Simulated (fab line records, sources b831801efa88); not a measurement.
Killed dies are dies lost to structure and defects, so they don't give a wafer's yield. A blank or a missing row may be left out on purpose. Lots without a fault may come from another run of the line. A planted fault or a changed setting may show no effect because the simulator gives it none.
Which tool did it? | flow sky130 | 6 lots, 18 wafers sampled, at 4 steps of a route of 708

WHAT THE GAUGES READ, wafer by wafer
SKY_METAL1_CD_MEAS_15: target cd 140 nm.
lot  | measured     | on        | cd_nm (nm)
L329 | day 34 01:46 | cd_sem-01 | 141.5 141.0 141.0
L333 | day 35 08:56 | cd_sem-02 | 138.9 139.3 138.7
L339 | day 36 16:47 | cd_sem-02 | 140.5 140.6 140.6
L342 | day 37 09:00 | cd_sem-01 | 140.2 142.0 141.2
L346 | day 38 13:02 | cd_sem-02 | 139.0 138.3 137.3
L349 | day 39 08:28 | cd_sem-01 | 139.6 140.1 139.7

WHICH TOOL RAN EACH LOT (tool, then ch and the chambers of the sampled wafers, then the start)
lot  | SKY_LI_CONTACT_SPUTTER_19    | SKY_CONTACT_COAT_09               | SKY_CONTACT_STRIP_19
L329 | pvd_sputter-02, day 30 10:45 | litho_track-01 ch 0, day 32 06:00 | plasma_asher-01 ch 0,1, day 32 20:50
L333 | pvd_sputter-02, day 31 20:40 | litho_track-03 ch 0, day 33 15:00 | plasma_asher-01 ch 0,1, day 34 05:07
L339 | pvd_sputter-04, day 33 07:47 | litho_track-02 ch 0, day 35 00:00 | plasma_asher-01 ch 0,1, day 35 14:32
L342 | pvd_sputter-02, day 33 22:32 | litho_track-01 ch 0, day 35 15:00 | plasma_asher-04 ch 0,1, day 36 05:32
L346 | pvd_sputter-04, day 35 04:04 | litho_track-02 ch 0, day 36 20:00 | plasma_asher-03 ch 0,1, day 37 10:51
L349 | pvd_sputter-01, day 36 00:34 | litho_track-03 ch 0, day 37 16:00 | plasma_asher-04 ch 0,1, day 38 05:52
- SKY_LI_CONTACT_SPUTTER_19: material Ti, target thk 20 nm, time 106.37 s.
- SKY_CONTACT_COAT_09: resist thk 450 nm.
- SKY_CONTACT_STRIP_19: strips in O2/N2.

THE ANSWER, worked out from the rows above alone
Rule: what is usual is taken from the lots themselves. Put in order of their means at a reading, lots are off if they are a third of the lots or fewer, leave a main group of 4 or more, and stand apart from it by a gap of 3 or more times the standard deviation of the main group's means; of several such gaps the widest counts. A main group whose means are all the same, to the digits that the tables above print for the reading, isn't used. A lot without any number at a reading at which 4 lots or more have one is off too. The other lots that the step has rows for count as sound.
No lot is off at any reading shown: from this, nothing can be told.

WHAT THE SIMULATOR HAD PUT IN
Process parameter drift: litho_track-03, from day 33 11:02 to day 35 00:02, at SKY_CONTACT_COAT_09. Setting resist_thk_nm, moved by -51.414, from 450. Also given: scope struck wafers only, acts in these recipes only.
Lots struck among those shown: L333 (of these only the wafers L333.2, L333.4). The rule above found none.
